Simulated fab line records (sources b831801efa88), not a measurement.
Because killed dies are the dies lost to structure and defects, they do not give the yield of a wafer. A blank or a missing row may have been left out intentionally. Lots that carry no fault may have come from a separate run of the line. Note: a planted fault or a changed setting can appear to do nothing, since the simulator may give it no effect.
fab line records	flow sky130
record lots=12	wafers=36	last_day=50
route steps=708 shown FIELD_ISO@1 PWDE@84 VT_ADJUST_HVTP@92 POLY_GATE@213 RES_PROTECT@214
lots untouched by any fault: they come from a run of this same line in which no faults occurred
start_h: the number of hours between the record's first day and the start of the first shown wafer of the lot	wait_h: hours since the lot's step before	" identical to the entry in the row above	L1.1+2: several wafers, shown together as one row	- either no value or no given start	* or withheld: withheld	< > ~ a bound
route shown NAME@n: NAME is a module with steps in the file, n the number in the route of the first one	usual: mean/standard deviation taken from wafers without a fault	same: alike in all rows	chamber/n: place in a boat	sites: per-site readings	_std_site: how widely they spread, as a standard deviation	_edge_site: outer sites' mean less inner sites'	radius_mm: how far each site lies from the wafer's centre	mask NAME#n: copy n	behind: tool/chamber where the wafer was last shaped	hold: why the lot was held/for how many hours/how that ended	device: the transistor (n, p or np) that didn't switch	end of line: the same wafers' tests at the end of the route	a step with no rows: only its recipe	killed: count of dies lost to structure and defects at first sort (not the wafer's yield)	map: a wafer's dies, x killed, . not, _ none there
set.NAME: setting as actually run; set.NAME@STEP: the setting as run at that earlier step	model.NAME: the simulator's own value behind a step, which no gauge read
the route's steps for a sample of lots (tables are steps, rows are wafers)
services: from which hour (start_h, from the record's first day; less than 0 if before it) a tool's chamber was out of use, for how many hours, and why
## steps
# step SKY_FIELD_ISO_BOW_MEAS_00
# recipe mode=bow
# usual INCOMING_BOW=0/6.4
lot.wafer	tool	chamber	start_h	wait_h	INCOMING_BOW[um]
L211.2	film_metro-04	-	15.02	-	-3
L211.5	"	-	"	"	3
L211.6	"	-	"	"	9
L212.2	film_metro-04	-	20.02	-	3
L212.4	"	-	"	"	4
L212.5	"	-	"	"	-2
L214.2	film_metro-04	-	30.02	-	-2
L214.4	"	-	"	"	-7
L214.6	"	-	"	"	-1
L216.1	film_metro-03	-	40.00	-	5
L216.2	"	-	"	"	1
L216.5	"	-	"	"	9
L217.1	film_metro-04	-	45.00	-	-11
L217.2	"	-	"	"	-5
L217.6	"	-	"	"	3
L218.1	film_metro-04	-	50.00	-	-4
L218.4	"	-	"	"	7
L218.6	"	-	"	"	2
L225.1	film_metro-04	-	85.00	-	2
L225.2	"	-	"	"	-2
L225.6	"	-	"	"	-3
L226.1	film_metro-04	-	90.00	-	-3
L226.4	"	-	"	"	5
L226.6	"	-	"	"	-13
L227.1	film_metro-01	-	95.00	-	-4
L227.3	"	-	"	"	5
L227.4	"	-	"	"	12
L228.3	film_metro-01	-	100.04	-	-2
L228.4	"	-	"	"	-7
L228.5	"	-	"	"	-1
L230.1	film_metro-01	-	110.00	-	0
L230.5	"	-	"	"	1
L230.6	"	-	"	"	-4
L232.2	film_metro-01	-	120.02	-	-2
L232.3	"	-	"	"	4
L232.4	"	-	"	"	1
# step SKY_NWELL_RS_MEAS_31
# recipe thk_meas_gauge=four-point-probe
# usual PWDE_RS=5285/20
lot.wafer	tool	chamber	start_h	wait_h	PWDE_RS[ohm/sq]
L211.2	film_metro-04	-	111.27	0.1	5315
L211.5	"	-	"	"	5292
L211.6	"	-	"	"	5303
L212.2	film_metro-02	-	114.59	0.1	5288
L212.4	"	-	"	"	5298
L212.5	"	-	"	"	5299
L214.2	film_metro-02	-	128.14	0.1	5286
L214.4	"	-	"	"	5268
L214.6	"	-	"	"	5291
L216.1	film_metro-04	-	138.27	0.1	5246
L216.2	"	-	"	"	5255
L216.5	"	-	"	"	5244
L217.1	film_metro-04	-	144.17	0.1	5280
L217.2	"	-	"	"	5281
L217.6	"	-	"	"	5282
L218.1	film_metro-04	-	151.60	0.1	5300
L218.4	"	-	"	"	5298
L218.6	"	-	"	"	5317
L225.1	film_metro-02	-	200.34	0.1	5288
L225.2	"	-	"	"	5320
L225.6	"	-	"	"	5305
L226.1	film_metro-04	-	209.67	0.1	5272
L226.4	"	-	"	"	5279
L226.6	"	-	"	"	5281
L227.1	film_metro-04	-	212.27	0.1	5269
L227.3	"	-	"	"	5269
L227.4	"	-	"	"	5278
L228.3	film_metro-03	-	219.48	0.1	5300
L228.4	"	-	"	"	5270
L228.5	"	-	"	"	5273
L230.1	film_metro-03	-	222.97	0.1	5298
L230.5	"	-	"	"	5303
L230.6	"	-	"	"	5307
L232.2	film_metro-02	-	239.62	0.1	5310
L232.3	"	-	"	"	5320
L232.4	"	-	"	"	5299
# step SKY_VT_ADJUST_HVTP_CD_MEAS_07
# recipe target_cd_nm=380
# usual cd_nm=379.0/2.4
lot.wafer	tool	chamber	start_h	wait_h	cd_nm
L211.2	cd_sem-02	-	129.66	0.1	379.2
L211.5	"	-	"	"	381.7
L211.6	"	-	"	"	379.7
L212.2	cd_sem-01	-	132.16	0.1	376.9
L212.4	"	-	"	"	381.1
L212.5	"	-	"	"	380.8
L214.2	cd_sem-02	-	147.07	0.1	376.2
L214.4	"	-	"	"	377.2
L214.6	"	-	"	"	377.3
L216.1	cd_sem-01	-	157.25	0.1	377.7
L216.2	"	-	"	"	377.3
L216.5	"	-	"	"	377.3
L217.1	cd_sem-02	-	164.40	0.1	380.1
L217.2	"	-	"	"	382.4
L217.6	"	-	"	"	380.0
L218.1	cd_sem-01	-	171.60	0.1	375.2
L218.4	"	-	"	"	375.1
L218.6	"	-	"	"	377.7
L225.1	cd_sem-02	-	222.36	0.1	381.3
L225.2	"	-	"	"	381.5
L225.6	"	-	"	"	384.3
L226.1	cd_sem-02	-	231.79	0.1	377.5
L226.4	"	-	"	"	376.5
L226.6	"	-	"	"	377.4
L227.1	cd_sem-01	-	235.19	0.1	379.4
L227.3	"	-	"	"	382.6
L227.4	"	-	"	"	380.9
L228.3	cd_sem-01	-	242.13	0.1	382.1
L228.4	"	-	"	"	382.0
L228.5	"	-	"	"	379.2
L230.1	cd_sem-01	-	246.26	0.1	381.8
L230.5	"	-	"	"	378.4
L230.6	"	-	"	"	376.3
L232.2	cd_sem-01	-	263.46	0.1	376.7
L232.3	"	-	"	"	378.4
L232.4	"	-	"	"	378.4
# step SKY_POLY_GATE_IMPLANT_02
# recipe species=P	energy_kev=29.84	dose_cm2=7.7e+15	tilt_deg=0
# usual beam_on_s=35.1/0.97	dose_ions_cm2=7.701e+15/8.3e+12
lot.wafer	tool	chamber	start_h	wait_h	beam_on_s	dose_ions_cm2
L211.2	implanter-04	0	351.44	0.1	34.7	7.706e+15
L211.5	"	0	"	"	34.5	7.708e+15
L211.6	"	0	"	"	33.6	7.714e+15
L212.2	implanter-02	0	351.58	0.1	35.8	7.686e+15
L212.4	"	0	"	"	35.4	7.696e+15
L212.5	"	0	"	"	36.8	7.694e+15
L214.2	implanter-01	0	373.13	0.1	34.5	7.694e+15
L214.4	"	0	"	"	34.8	7.699e+15
L214.6	"	0	"	"	33.4	7.695e+15
L216.1	implanter-01	0	385.36	0.1	51.8	1.1304e+16
L216.2	"	0	"	"	50.8	1.1305e+16
L216.5	"	0	"	"	50.4	1.1306e+16
L217.1	implanter-04	0	419.39	0.1	34.3	7.714e+15
L217.2	"	0	"	"	34.5	7.716e+15
L217.6	"	0	"	"	33.7	7.721e+15
L218.1	implanter-01	0	419.56	0.1	51.7	1.1309e+16
L218.4	"	0	"	"	52.3	1.1322e+16
L218.6	"	0	"	"	53.3	1.1306e+16
L225.1	implanter-01	0	485.19	0.1	34.6	7.707e+15
L225.2	"	0	"	"	35.8	7.702e+15
L225.6	"	0	"	"	33.3	7.705e+15
L227.1	implanter-01	0	500.93	0.1	35.7	7.713e+15
L227.3	"	0	"	"	35.1	7.695e+15
L227.4	"	0	"	"	34.9	7.692e+15
L226.1	implanter-04	0	501.23	0.1	33.8	7.698e+15
L226.4	"	0	"	"	34.7	7.698e+15
L226.6	"	0	"	"	35.9	7.687e+15
L230.1	implanter-01	0	513.01	0.1	35.7	7.697e+15
L230.5	"	0	"	"	36.3	7.705e+15
L230.6	"	0	"	"	35.8	7.707e+15
L228.3	implanter-02	0	513.66	0.1	37.4	7.698e+15
L228.4	"	0	"	"	36.5	7.698e+15
L228.5	"	0	"	"	36.3	7.705e+15
L232.2	implanter-02	0	535.16	0.1	34.7	7.692e+15
L232.3	"	0	"	"	36.9	7.682e+15
L232.4	"	0	"	"	36.1	7.697e+15
# step SKY_RES_PROTECT_STRIP_07
# recipe chemistry=O2/N2	power_w=1400	pressure_mtorr=1500	platen_temp_c=withheld	o2_flow_sccm=3000	n2_flow_sccm=300	overash_fraction=0.5
# usual drypump_motor_current_A=5.8/0.44	oes_product_au=0.518/0.0049	strip_time_to_endpoint_s=23.26/0.04
lot.wafer	tool	chamber	start_h	wait_h	drypump_motor_current_A	oes_product_au	rf_hours_counter_h	strip_time_to_endpoint_s
L211.2	plasma_asher-02	1	351.69	0.2	5.5	0.522	67	23.23
L211.5	"	0	"	"	6.3	0.524	-	23.28
L211.6	"	1	"	"	5.5	0.518	-	23.29
L212.2	plasma_asher-03	1	351.71	0.1	5.6	0.513	24	23.23
L212.4	"	1	"	"	5.6	0.514	-	23.23
L212.5	"	0	"	"	5.9	0.522	-	23.21
L214.2	plasma_asher-02	0	373.26	0.1	6.3	0.519	69	23.31
L214.4	"	0	"	"	6.3	0.514	-	23.28
L214.6	"	1	"	"	5.5	0.520	-	23.28
L216.1	plasma_asher-01	0	385.51	0.1	6.4	0.505	68	24.74
L216.2	"	1	"	"	5.0	0.501	68	24.72
L216.5	"	0	"	"	6.4	0.499	-	24.73
L217.1	plasma_asher-03	0	419.54	0.1	5.9	0.520	30	23.26
L217.2	"	1	"	"	5.6	0.521	30	23.29
L217.6	"	0	"	"	5.9	0.515	-	23.28
L218.1	plasma_asher-02	1	419.71	0.1	5.4	0.502	74	24.82
L218.4	"	0	"	"	6.3	0.499	-	24.78
L218.6	"	0	"	"	6.3	0.510	-	24.82
L225.1	plasma_asher-01	0	485.34	0.1	6.4	0.519	78	23.24
L225.2	"	1	"	"	5.0	0.522	78	23.30
L225.6	"	0	"	"	6.4	0.519	-	23.31
L227.1	plasma_asher-01	1	501.08	0.1	5.0	0.524	80	23.30
L227.3	"	1	"	"	5.0	0.521	-	23.35
L227.4	"	0	"	"	6.4	0.514	-	23.30
L226.1	plasma_asher-03	0	501.38	0.1	5.9	0.507	39	23.17
L226.4	"	0	"	"	5.9	0.515	-	23.23
L226.6	"	0	"	"	5.9	0.513	-	23.18
L230.1	plasma_asher-03	0	513.16	0.1	5.9	0.516	40	23.32
L230.5	"	1	"	"	5.6	0.521	-	23.26
L230.6	"	0	"	"	5.9	0.517	-	23.25
L228.3	plasma_asher-01	0	513.79	0.1	6.4	0.517	-	23.25
L228.4	"	1	"	"	5.0	0.522	-	23.24
L228.5	"	1	"	"	5.0	0.517	-	23.21
L232.2	plasma_asher-03	1	535.28	0.1	5.6	0.515	42	23.28
L232.3	"	1	"	"	5.6	0.515	-	23.20
L232.4	"	0	"	"	5.9	0.519	-	23.23
## services
tool	chamber	start_h	hours	kind
implanter-04	-	343.14	1.0	repair
implanter-01	-	378.01	5.4	repair
implanter-01	-	380.52	3.1	repair
implanter-01	-	420.95	5.8	repair
plasma_asher-02	-	421.25	9.0	pm
plasma_asher-02	0	421.25	9.0	vent_cycle
plasma_asher-02	1	421.25	9.0	vent_cycle
plasma_asher-02	0	430.25	-	clean
plasma_asher-02	1	430.25	-	clean
plasma_asher-01	-	440.68	2.9	repair
implanter-01	-	441.82	2.0	repair
plasma_asher-02	-	502.00	13.2	repair
## key
first_sign step=SKY_POLY_GATE_IMPLANT_02	reading=dose_ions_cm2	direction=up	sigmas=99+	usual=*	struck=*
effect step=SKY_POLY_GATE_IMPLANT_02	reading=beam_on_s	direction=up	sigmas=17	usual=35.1	struck=51.7
effect step=SKY_RES_PROTECT_STRIP_07	reading=strip_time_to_endpoint_s	direction=up	sigmas=38	usual=*	struck=*
met_at SKY_POLY_GATE_IMPLANT_02
struck_lots L216,L218
tester_left_out L216,L218
not_acting_at SKY_FIELD_ISO_BOW_MEAS_00,SKY_NWELL_RS_MEAS_31,SKY_VT_ADJUST_HVTP_CD_MEAS_07
onset_between 373.13 385.36
fault kind=process_parameter_drift	tool=implanter-01	chamber=-	onset_h=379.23	steps=SKY_POLY_GATE_IMPLANT_02	channel=dose_cm2	offset=*	shape=step	end_h=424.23	acts_in=*	stated=*
# tester_left_out: of these lots the tester's yield and bins aren't shown, on N5 and GAA mostly nor the transistor test; their killed dies are dies lost to structure and defects alone, not to doping, threshold or leakage, so they don't give the yield
